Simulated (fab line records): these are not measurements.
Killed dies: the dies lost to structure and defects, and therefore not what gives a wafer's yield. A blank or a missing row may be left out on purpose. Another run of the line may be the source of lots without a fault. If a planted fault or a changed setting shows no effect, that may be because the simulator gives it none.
Which tool did it?	flow sky130	Sampling: 14 lots, 42 wafers, 6 of 708 route steps

## WHAT EACH GAUGE READ, for each wafer
SKY_POLY_GATE_CD_MEAS_13: the cd target is 150 nm.
lot	measured	on	cdNm (nm)
L908	day 17 01:02	cdSem-02	151.6 152.9 151.7
L907	day 17 01:26	cdSem-02	150.7 149.4 148.7
L909	day 17 15:18	cdSem-02	150.9 149.5 150.5
L910	day 18 04:36	cdSem-01	149.7 149.5 151.0
L912	day 18 20:44	cdSem-02	148.9 150.0 149.8
L913	day 19 06:19	cdSem-02	151.8 150.2 151.5
L914	day 19 07:34	cdSem-01	153.9 152.3 154.1
L917	day 20 07:02	cdSem-01	148.1 147.3 149.0
L923	day 22 02:58	cdSem-01	149.0 149.8 149.5
L924	day 22 07:10	cdSem-02	149.1 149.0 147.7
L927	day 23 08:19	cdSem-02	152.3 153.1 152.5
L928	day 23 22:28	cdSem-01	154.0 152.8 153.5
L929	day 24 00:50	cdSem-01	149.5 149.7 148.9
L930	day 24 06:38	cdSem-02	149.5 151.1 149.1

SKY_LDD_N_OVL_MEAS_07.
lot	measured	on	LDD_N_OVL (nm)
L908	day 18 10:53	overlay-02	1.3 -0.5 1.2
L907	day 18 10:43	overlay-01	0.4 -1.3 -1.0
L909	day 18 23:47	overlay-02	-2.0 0.5 -0.5
L910	day 19 13:11	overlay-02	-0.5 -0.2 -1.1
L912	day 20 06:17	overlay-01	1.5 2.1 0.9
L913	day 20 15:05	overlay-01	0.5 2.7 1.2
L914	day 20 16:53	overlay-02	0.3 1.0 0.3
L917	day 21 15:50	overlay-01	2.2 0.7 -0.8
L923	day 23 10:25	overlay-01	-0.6 0.4 -0.4
L924	day 23 15:25	overlay-01	1.4 3.1 1.1
L927	day 24 16:25	overlay-02	-0.5 1.5 1.6
L928	day 25 06:49	overlay-01	-0.8 1.7 -0.2
L929	day 25 08:37	overlay-02	-0.5 0.0 1.0
L930	day 25 15:46	overlay-02	1.0 0.9 1.1

SKY_LDD_N_TW_MEAS_17.
lot	measured	on	LDD_N_TW
L908	day 18 12:13	filmMetro-03	2560 2544 2538
L907	day 18 12:03	filmMetro-02	2541 2555 2537
L909	day 19 01:08	filmMetro-01	2591 2585 2575
L910	day 19 14:32	filmMetro-01	2597 2592 2587
L912	day 20 07:37	filmMetro-03	2561 2548 2537
L913	day 20 16:25	filmMetro-02	2567 2560 2560
L914	day 20 18:14	filmMetro-01	2602 2607 2597
L917	day 21 17:11	filmMetro-02	2564 2548 2552
L923	day 23 11:46	filmMetro-02	2414 2425 2410
L924	day 23 17:03	filmMetro-03	2417 2415 2415
L927	day 24 17:46	filmMetro-03	2531 2534 2528
L928	day 25 08:09	filmMetro-03	2542 2543 2564
L929	day 25 09:57	filmMetro-03	2556 2555 2563
L930	day 25 17:06	filmMetro-01	2580 2585 2579

## WHICH TOOL RAN EACH LOT (tool, then ch and the chambers of the sampled wafers, then the start)
lot	SKY_RES_PROTECT_STRIP_07	SKY_LDD_N_IMPLANT_10	SKY_LDD_N_STRIP_16
L908	plasmaAsher-01 ch 1, day 15 17:38	implanter-04 ch 0, day 18 11:14	plasmaAsher-04 ch 0,1, day 18 12:07
L907	plasmaAsher-03 ch 0,1, day 15 18:08	implanter-01 ch 0, day 18 11:03	plasmaAsher-02 ch 0,1, day 18 11:57
L909	plasmaAsher-01 ch 0,1, day 16 08:19	implanter-03 ch 0, day 19 00:10	plasmaAsher-04 ch 0,1, day 19 01:02
L910	plasmaAsher-01 ch 0,1, day 16 21:12	implanter-01 ch 0, day 19 13:34	plasmaAsher-03 ch 0,1, day 19 14:27
L912	plasmaAsher-01 ch 0,1, day 17 12:14	implanter-03 ch 0, day 20 06:37	plasmaAsher-04 ch 0,1, day 20 07:31
L913	plasmaAsher-02 ch 0,1, day 17 21:38	implanter-03 ch 0, day 20 15:26	plasmaAsher-04 ch 0,1, day 20 16:19
L914	plasmaAsher-01 ch 0, day 17 22:01	implanter-03 ch 0, day 20 17:14	plasmaAsher-02 ch 0, day 20 18:07
L917	plasmaAsher-03 ch 0,1, day 18 22:06	implanter-03 ch 0, day 21 16:13	plasmaAsher-03 ch 0,1, day 21 17:05
L923	plasmaAsher-03 ch 0, day 20 16:56	implanter-03, day 23 10:47	plasmaAsher-02 ch 0,1, day 23 11:39
L924	plasmaAsher-03 ch 0,1, day 20 22:31	implanter-01, day 23 16:03	plasmaAsher-04 ch 0,1, day 23 16:57
L927	plasmaAsher-03 ch 0,1, day 21 23:59	implanter-04 ch 0, day 24 16:46	plasmaAsher-04 ch 0,1, day 24 17:39
L928	plasmaAsher-03 ch 0,1, day 22 12:35	implanter-01 ch 0, day 25 07:09	plasmaAsher-03 ch 0,1, day 25 08:03
L929	plasmaAsher-01 ch 0,1, day 22 15:46	implanter-03 ch 0, day 25 08:57	plasmaAsher-04 ch 0,1, day 25 09:51
L930	plasmaAsher-03 ch 0,1, day 22 21:08	implanter-03 ch 0, day 25 16:06	plasmaAsher-04 ch 0,1, day 25 17:00
- SKY_RES_PROTECT_STRIP_07: strips in O2/N2.
- SKY_LDD_N_IMPLANT_10
- SKY_LDD_N_STRIP_16: strips in O2/N2.

## AS READ BY THE TOOLS THEMSELVES (means over the sampled wafers that have a number; for cases with no such wafer, the mark the record gives instead)
SKY_RES_PROTECT_STRIP_07.
lot	tool	drypumpMotorCurrentA (A)	o2FlowSccm (sccm)	oesProductAu (a.u.)	stripTimeToEndpointS (s)
L908	plasmaAsher-01	5.7	3006	0.518	23.31
L907	plasmaAsher-03	5.6	3002	0.523	23.36
L909	plasmaAsher-01	5.6	3001	0.519	23.34
L910	plasmaAsher-01	5.7	3006	0.517	23.34
L912	plasmaAsher-01	5.6	3005	0.519	23.36
L913	plasmaAsher-02	5.8	2997	0.520	23.33
L914	plasmaAsher-01	5.6	2998	0.521	23.36
L917	plasmaAsher-03	5.6	3007	0.517	23.30
L923	plasmaAsher-03	5.1	3000	0.515	23.36
L924	plasmaAsher-03	5.4	2996	0.516	23.27
L927	plasmaAsher-03	5.6	2999	0.521	23.23
L928	plasmaAsher-03	5.6	2994	0.518	23.33
L929	plasmaAsher-01	5.7	3000	0.516	23.22
L930	plasmaAsher-03	5.6	2995	0.516	23.29

SKY_LDD_N_IMPLANT_10.
lot	tool	beamEnergyKeV	beamOnS (s)
L908	implanter-04	20.005	9.99
L907	implanter-01	19.998	9.81
L909	implanter-03	20.002	9.92
L910	implanter-01	20.004	10.15
L912	implanter-03	20.002	9.87
L913	implanter-03	19.996	10.20
L914	implanter-03	20.014	10.23
L917	implanter-03	19.997	9.99
L923	implanter-03	-	-
L924	implanter-01	-	-
L927	implanter-04	19.995	9.81
L928	implanter-01	19.996	10.13
L929	implanter-03	19.997	9.95
L930	implanter-03	20.011	10.15

SKY_LDD_N_STRIP_16.
lot	tool	drypumpMotorCurrentA (A)	o2FlowSccm (sccm)	oesProductAu (a.u.)	stripTimeToEndpointS (s)
L908	plasmaAsher-04	5.6	3000	0.408	4.337
L907	plasmaAsher-02	5.6	3006	0.409	4.326
L909	plasmaAsher-04	5.7	3004	0.417	4.324
L910	plasmaAsher-03	5.4	3007	0.406	4.327
L912	plasmaAsher-04	5.7	2996	0.406	4.317
L913	plasmaAsher-04	5.7	2999	0.406	4.336
L914	plasmaAsher-02	5.4	2999	0.407	4.333
L917	plasmaAsher-03	5.6	3004	0.407	4.356
L923	plasmaAsher-02	5.6	3000	0.412	4.141
L924	plasmaAsher-04	5.7	2996	0.406	4.132
L927	plasmaAsher-04	5.6	3000	0.409	4.304
L928	plasmaAsher-03	5.4	2994	0.404	4.299
L929	plasmaAsher-04	5.7	2992	0.407	4.328
L930	plasmaAsher-04	5.6	2997	0.404	4.322

## THE ANSWER, worked out from the rows above alone
Rule: what is usual is taken from the lots themselves. The widest of any qualifying gaps counts: lots, ordered by their means at a reading, are off when they make up no more than a third of the lots, leave a main group of 4 or more, and stand apart from it by 3 or more times the standard deviation of that group's means. A main group is skipped when, at the precision printed for the reading in the tables above, its means are all equal. Also off: a lot with no number at a reading for which 4 or more lots have one. Any other lot the step has rows for is counted as sound. After the gauges, taken in route order, come the tools' own readings; for these a lot's mean is taken, as printed above. At the first step where some lot is off, the reading lying furthest off is the one used; lots without a number count as furthest.
Off: L923, L924, at SKY_LDD_N_TW_MEAS_17 (LDD_N_TW). Main group: mean 2563, sd 21.
If a tool, at a process step before that reading, ran all the lots that are off and no sound lot after the first of them, it fits. The gauges at SKY_LDD_N_TW_MEAS_17 aren't tried: what is off there is off at SKY_LDD_N_IMPLANT_10 too, on other tools, and a gauge's error can't cause that. Of those tried, none fits.

## WHAT HAD BEEN PUT IN BY THE SIMULATOR
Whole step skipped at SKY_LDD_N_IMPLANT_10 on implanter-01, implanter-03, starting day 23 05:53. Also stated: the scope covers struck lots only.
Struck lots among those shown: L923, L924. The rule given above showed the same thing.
